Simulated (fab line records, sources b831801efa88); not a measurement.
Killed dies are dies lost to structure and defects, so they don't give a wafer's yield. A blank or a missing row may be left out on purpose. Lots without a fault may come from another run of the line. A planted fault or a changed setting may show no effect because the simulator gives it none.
Which tool did it? | flow gf180mcu | 13 lots, 39 wafers sampled, at 4 steps of a route of 602

WHAT THE GAUGES READ, wafer by wafer
GF_V1_CD_MEAS_14: target cd 260 nm.
lot  | measured     | on        | cd_nm (nm)
L506 | day 18 01:09 | cd_sem-02 | 259.8 258.3 259.3
L507 | day 18 11:24 | cd_sem-02 | 258.4 259.7 259.8
L508 | day 19 02:39 | cd_sem-01 | 259.1 259.7 259.6
L509 | day 19 05:39 | cd_sem-01 | 261.1 260.2 261.8
L510 | day 19 21:43 | cd_sem-02 | 257.7 258.1 257.7
L511 | day 20 09:20 | cd_sem-02 | 259.0 258.3 259.2
L512 | day 20 19:37 | cd_sem-02 | 260.2 260.4 260.0
L513 | day 21 01:05 | cd_sem-02 | 261.5 260.3 259.8
L514 | day 21 06:18 | cd_sem-02 | 260.9 260.7 259.9
L515 | day 21 17:59 | cd_sem-02 | 258.6 258.0 257.1
L516 | day 22 00:14 | cd_sem-01 | 260.1 260.0 260.0
L517 | day 22 05:17 | cd_sem-01 | 259.6 260.8 259.7
L522 | day 24 01:03 | cd_sem-01 | 260.3 260.6 260.0

GF_V1_RS_MEAS_24: measures by four-point-probe.
lot  | measured     | on            | V1_W_RS (ohm/sq)
L506 | day 18 02:20 | film_metro-04 | 0.328 0.327 0.326
L507 | day 18 12:28 | film_metro-04 | 0.332 0.327 0.322
L508 | day 19 03:46 | film_metro-02 | 0.330 0.323 0.328
L509 | day 19 06:45 | film_metro-02 | 0.322 0.323 0.323
L510 | day 19 22:44 | film_metro-03 | 0.323 0.327 0.325
L511 | day 20 10:22 | film_metro-02 | 0.321 0.327 0.321
L512 | day 20 20:41 | film_metro-03 | 0.328 0.327 0.329
L513 | day 21 02:08 | film_metro-02 | 0.327 0.327 0.318
L514 | day 21 07:21 | film_metro-02 | 0.336 0.324 0.335
L515 | day 21 19:02 | film_metro-03 | 0.328 0.328 0.333
L516 | day 22 01:16 | film_metro-02 | 0.319 0.325 0.319
L517 | day 22 06:21 | film_metro-03 | 0.325 0.331 0.321
L522 | day 24 02:05 | film_metro-04 | 0.324 0.331 0.327

WHICH TOOL RAN EACH LOT (tool, then ch and the chambers of the sampled wafers, then the start)
lot  | GF_STI_CMP_25                | GF_HV_LDD_STRIP_22
L506 | cmp-01 ch 0,2,3, day 2 03:20 | plasma_asher-02 ch 0,1, day 10 19:42
L507 | cmp-02 ch 0,1,2, day 2 08:31 | plasma_asher-03 ch 0,1, day 11 01:20
L508 | cmp-02 ch 0,3, day 2 14:59   | plasma_asher-01 ch 0,1, day 11 11:47
L509 | cmp-02 ch 0,2,3, day 2 18:38 | plasma_asher-01 ch 0,1, day 11 17:11
L510 | cmp-01 ch 1,2, day 2 23:52   | plasma_asher-01 ch 0,1, day 12 01:52
L511 | cmp-01 ch 0,1,2, day 3 07:59 | plasma_asher-02 ch 0,1, day 12 15:27
L512 | cmp-02 ch 0,1, day 3 10:23   | plasma_asher-02 ch 0,1, day 12 19:19
L513 | cmp-02 ch 1,2,3, day 3 16:37 | plasma_asher-02 ch 0,1, day 13 02:50
L514 | cmp-02 ch 0,1,2, day 3 22:47 | plasma_asher-03 ch 0,1, day 13 09:50
L515 | cmp-01 ch 1,2,3, day 4 02:52 | plasma_asher-02 ch 0,1, day 13 18:44
L516 | cmp-01 ch 0,1, day 4 09:50   | plasma_asher-03 ch 0,1, day 14 01:42
L517 | cmp-01 ch 1,2,3, day 4 12:56 | plasma_asher-03 ch 0,1, day 14 07:42
L522 | cmp-01 ch 0,1,2, day 5 14:07 | plasma_asher-02 ch 0,1, day 15 22:40
- GF_STI_CMP_25: polishes, stops on Si3N4, t overpolish 33 s, target thk 524.6 nm.
- GF_HV_LDD_STRIP_22: strips in O2/N2.

WHAT THE TOOLS THEMSELVES READ (means of the sampled wafers that have a number; where no wafer has one, the mark that the record gives instead)
GF_STI_CMP_25.
lot  | tool   | motor_current_A (A) | overpolish_run_s (s) | time_to_endpoint_s (s)
L506 | cmp-01 | 11.4                | 32.991               | 123
L507 | cmp-02 | 11.9                | 33.005               | 126
L508 | cmp-02 | 12.6                | 33.003               | 127
L509 | cmp-02 | 12.2                | 33.002               | 128
L510 | cmp-01 | 12.2                | 32.998               | 132
L511 | cmp-01 | 11.9                | 33.008               | 126
L512 | cmp-02 | 12.3                | 33.000               | 129
L513 | cmp-02 | 12.2                | 32.999               | 123
L514 | cmp-02 | 12.0                | 32.999               | 126
L515 | cmp-01 | 11.9                | 32.994               | 122
L516 | cmp-01 | 11.7                | 33.007               | 130
L517 | cmp-01 | 11.7                | 32.999               | 127
L522 | cmp-01 | 11.6                | 33.004               | 128

GF_HV_LDD_STRIP_22.
lot  | tool            | drypump_motor_current_A (A) | heater_power_w (W) | oes_product_au (a.u.) | platen_temp_c (C) | strip_time_to_endpoint_s (s)
L506 | plasma_asher-02 | 6.0                         | 333                | 0.716                 | 249.98            | 12.69
L507 | plasma_asher-03 | 6.0                         | 378                | 0.717                 | 250.05            | 12.66
L508 | plasma_asher-01 | 5.6                         | 360                | 0.720                 | 250.02            | 12.61
L509 | plasma_asher-01 | 5.6                         | 360                | 0.717                 | 250.20            | 12.63
L510 | plasma_asher-01 | 5.4                         | 339                | 0.718                 | 249.88            | 12.64
L511 | plasma_asher-02 | 6.0                         | 337                | 0.717                 | 250.00            | 12.65
L512 | plasma_asher-02 | 6.0                         | 335                | 0.717                 | 250.28            | 12.63
L513 | plasma_asher-02 | 6.4                         | 335                | 0.713                 | 249.92            | 12.60
L514 | plasma_asher-03 | 5.7                         | 375                | 0.713                 | 249.98            | 12.61
L515 | plasma_asher-02 | 6.1                         | 334                | 0.717                 | 250.02            | 12.61
L516 | plasma_asher-03 | 5.9                         | 366                | 0.711                 | 249.84            | 12.55
L517 | plasma_asher-03 | 6.0                         | 373                | 0.714                 | 249.91            | 12.55
L522 | plasma_asher-02 | 6.1                         | 337                | 0.888                 | 250.08            | -

THE ANSWER, worked out from the rows above alone
Rule: what is usual is taken from the lots themselves. Put in order of their means at a reading, lots are off if they are a third of the lots or fewer, leave a main group of 4 or more, and stand apart from it by a gap of 3 or more times the standard deviation of the main group's means; of several such gaps the widest counts. A main group whose means are all the same, to the digits that the tables above print for the reading, isn't used. A lot without any number at a reading at which 4 lots or more have one is off too. The other lots that the step has rows for count as sound. The gauges are gone through in route order, then the tools' own readings, and for those a lot's mean is taken as printed above. The first step at which some lot is off is used, and at that step the reading that is off furthest; a lot without a number counts as furthest.
Off: L522, at GF_HV_LDD_STRIP_22 (strip_time_to_endpoint_s). Without a number there: L522. The main group: mean 12.62 s, standard deviation 0.039.
A tool fits if, at that step or a process step before it, it ran every lot that is off, and no sound lot after the first of them. Can't be told from this: 2 tools fit, cmp-01 at GF_STI_CMP_25, plasma_asher-02 at GF_HV_LDD_STRIP_22.

WHAT THE SIMULATOR HAD PUT IN
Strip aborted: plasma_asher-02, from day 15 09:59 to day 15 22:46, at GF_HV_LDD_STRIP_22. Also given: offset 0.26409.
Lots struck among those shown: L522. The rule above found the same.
